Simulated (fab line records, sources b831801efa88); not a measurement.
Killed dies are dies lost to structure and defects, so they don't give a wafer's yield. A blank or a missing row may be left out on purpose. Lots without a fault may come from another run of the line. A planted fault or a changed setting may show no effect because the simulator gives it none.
Which tool did it? | flow sky130 | 11 lots, 33 wafers sampled, at 1 step of a route of 708

WHAT THE GAUGES READ, wafer by wafer
SKY_LOCAL_INTERCONNECT_RS_MEAS_01: measures by four-point-probe.
lot  | measured     | on            | LOCAL_INTERCONNECT_TIN_RS (ohm/sq)
L142 | day 29 02:17 | film_metro-03 | 14.11 14.05 14.10
L145 | day 30 12:32 | film_metro-02 | 14.15 14.35 14.17
L148 | day 31 20:49 | film_metro-03 | 14.20 14.35 14.37
L149 | day 31 21:07 | film_metro-04 | 13.92 13.88 13.96
L151 | day 32 13:53 | film_metro-03 | 14.10 14.12 14.23
L154 | day 33 14:50 | film_metro-04 | 14.09 14.21 14.21
L155 | day 33 19:32 | film_metro-02 | 14.38 14.31 14.30
L156 | day 34 02:35 | film_metro-04 | 14.22 14.30 14.05
L162 | day 35 20:52 | film_metro-03 | 14.07 14.26 14.50
L164 | day 36 09:14 | film_metro-03 | 13.80 14.03 13.82
L165 | day 36 15:14 | film_metro-04 | 14.01 14.31 14.19

WHICH TOOL RAN EACH LOT (tool, then ch and the chambers of the sampled wafers, then the start)
The record holds no process step before these readings.

THE ANSWER, worked out from the rows above alone
Rule: what is usual is taken from the lots themselves. Put in order of their means at a reading, lots are off if they are a third of the lots or fewer, leave a main group of 4 or more, and stand apart from it by a gap of 3 or more times the standard deviation of the main group's means; of several such gaps the widest counts. A main group whose means are all the same, to the digits that the tables above print for the reading, isn't used. A lot without any number at a reading at which 4 lots or more have one is off too. The other lots that the step has rows for count as sound.
No lot is off at any reading shown: from this, nothing can be told.

WHAT THE SIMULATOR HAD PUT IN
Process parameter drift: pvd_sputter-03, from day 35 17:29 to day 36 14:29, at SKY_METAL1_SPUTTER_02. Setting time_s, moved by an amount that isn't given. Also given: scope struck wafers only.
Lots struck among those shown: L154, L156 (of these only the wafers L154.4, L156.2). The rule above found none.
